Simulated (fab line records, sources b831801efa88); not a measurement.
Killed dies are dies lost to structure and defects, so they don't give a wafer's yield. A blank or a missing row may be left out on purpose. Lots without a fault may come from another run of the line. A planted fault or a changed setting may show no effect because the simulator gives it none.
One fault seen from 2 desks | flow gf180mcu | each desk has only its own numbers; what lay behind them comes last

THE METROLOGY DESK
What the gauges read, lot by lot, whatever tool the lot ran on: means of the sampled wafers that have a number. A lot is out of limits, marked OUT, if its mean lies more than 4 standard deviations from the usual mean; the brackets give that distance.
Columns: A = cd_nm at GF_SAB_CD_MEAS_09, usual 419.9 nm; B = SAB_OVL at GF_SAB_OVL_MEAS_10, usual 0.5 nm; C = CONTACT_W_RS at GF_CONTACT_RS_MEAS_25, usual 0.383 ohm/sq; D = CONTACT_W_THK at GF_CONTACT_THK_MEAS_26, usual 297 nm
lot  | first seen here | A     | B    | C     | D
L150 | day 14 21:04    | 420.0 | 1.3  | 0.382 | 302
L152 | day 15 13:02    | 425.2 | 1.8  | 0.380 | 299
L154 | day 16 06:07    | 420.8 | -0.3 | 0.385 | 294
L155 | day 16 12:32    | 420.8 | 0.5  | 0.387 | 293
L156 | day 17 01:31    | 418.3 | 0.1  | 0.392 | 293
L157 | day 18 01:22    | 418.4 | -1.5 | 0.390 | 294
L159 | day 18 15:16    | 420.5 | -1.2 | 0.379 | 300
L161 | day 20 01:19    | 421.9 | 0.2  | 0.380 | 298
L162 | day 20 13:50    | 419.1 | -0.2 | 0.386 | 302
L163 | day 20 13:55    | 420.9 | 1.8  | 0.378 | 298
L170 | day 22 03:40    | 419.0 | -1.2 | 0.393 | 289
L172 | day 22 18:53    | 417.4 | 0.3  | 0.383 | 294
L173 | day 23 03:54    | 418.2 | 2.4  | 0.382 | 298
This desk's finding: nothing out of limits on any of the 13 lots.

THE TOOL OWNER'S DESK: cvd_w-01
The tool's own readings at GF_CONTACT_CVD_24 (deposits W, target thk 300 nm, time 90.339 s): means of the sampled wafers that have a number, for each lot that ran on this tool. A lot is out of limits, marked OUT, if its mean lies more than 4 standard deviations from the usual mean; the brackets give that distance.
Columns: A = heater_power_w at GF_CONTACT_CVD_24, usual 922 W
lot  | first seen here | A
L152 | day 16 13:08    | 885
L154 | day 17 06:11    | 900
L155 | day 17 13:14    | 894
L156 | day 18 04:08    | 895
L157 | day 19 03:20    | 878
L162 | day 21 16:29    | 920
L170 | day 23 05:28    | 910
This desk's finding: nothing out of limits on any of the 7 lots.

PUT TOGETHER
The metrology desk saw nothing out of limits.
The tool owner's desk saw nothing out of limits.

WHAT THE SIMULATOR HAD PUT IN
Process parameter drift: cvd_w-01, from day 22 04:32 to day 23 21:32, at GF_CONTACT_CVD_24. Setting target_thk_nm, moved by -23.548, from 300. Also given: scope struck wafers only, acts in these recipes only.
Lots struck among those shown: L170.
